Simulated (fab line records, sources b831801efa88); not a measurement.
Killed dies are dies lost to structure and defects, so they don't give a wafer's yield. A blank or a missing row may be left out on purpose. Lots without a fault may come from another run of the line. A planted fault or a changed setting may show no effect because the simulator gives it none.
One fault seen from 2 desks | flow gf180mcu | each desk has only its own numbers; what lay behind them comes last

THE TOOL OWNER'S DESK: pecvd-04
The tool's own readings at GF_V1_CVD_02 (deposits SiO2 from TEOS, target thk 850 nm, time 94.851 s): means of the sampled wafers that have a number, for each lot that ran on this tool. A lot is out of limits, marked OUT, if its mean lies more than 4 standard deviations from the usual mean; the brackets give that distance.
Columns: A = heater_power_w at GF_V1_CVD_02, usual 635 W; B = rf_fwd_power_W at GF_V1_CVD_02, usual 596.7 W
lot  | first seen here | A   | B
L833 | day 17 03:33    | 526 | 599.1
L841 | day 19 22:17    | 527 | 597.0
L847 | day 22 05:04    | 442 | 835.6 (+99 or more) OUT
L848 | day 22 11:03    | 484 | 836.6 (+99 or more) OUT
L849 | day 22 19:58    | 408 | 836.7 (+99 or more) OUT
L856 | day 25 03:40    | 542 | 596.4
This desk's finding: out of limits on L847, L848, L849; first on L847, day 22 05:04 (rf_fwd_power_W at GF_V1_CVD_02). In limits: L833, L841, L856.

THE METROLOGY DESK
What the gauges read, lot by lot, whatever tool the lot ran on: means of the sampled wafers that have a number. A lot is out of limits, marked OUT, if its mean lies more than 4 standard deviations from the usual mean; the brackets give that distance.
Columns: A = V1_CVD_02_THK at GF_V1_THK_MEAS_03, usual 854 nm; B = cd_nm at GF_V1_CD_MEAS_14, usual 259.6 nm
lot  | first seen here | A              | B
L833 | day 17 03:37    | 855            | 259.2
L834 | day 18 04:52    | 848            | 261.9
L839 | day 19 04:59    | 832            | 259.5
L841 | day 19 22:22    | 867            | 259.8
L845 | day 21 10:05    | 860            | 261.3
L847 | day 22 05:08    | 941 (+6.2) OUT | 259.9
L848 | day 22 11:08    | 935 (+5.8) OUT | 257.6
L849 | day 22 20:03    | 944 (+6.4) OUT | 260.5
L853 | day 24 09:04    | 846            | 260.2
L855 | day 24 19:40    | 840            | 261.5
L856 | day 25 03:44    | 857            | 260.4
This desk's finding: out of limits on L847, L848, L849; first on L847, day 22 05:08 (V1_CVD_02_THK at GF_V1_THK_MEAS_03). In limits: L833, L834, L839, L841, L845, L853, L855, L856.

PUT TOGETHER
The tool owner's desk could have raised an alarm at day 22 05:04, on L847, L848, L849.
The metrology desk could have raised an alarm at day 22 05:08, on L847, L848, L849.
Of the lots named, all ran GF_V1_CVD_02 on pecvd-04.

WHAT THE SIMULATOR HAD PUT IN
Process parameter drift: pecvd-04, from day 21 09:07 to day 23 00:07, at GF_V1_CVD_02. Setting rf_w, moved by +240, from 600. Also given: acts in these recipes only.
Lots struck among those shown: L847, L848, L849.
Hours from the fault's start to each desk's first reading out of limits: the tool owner's desk, 20; the metrology desk, 20.
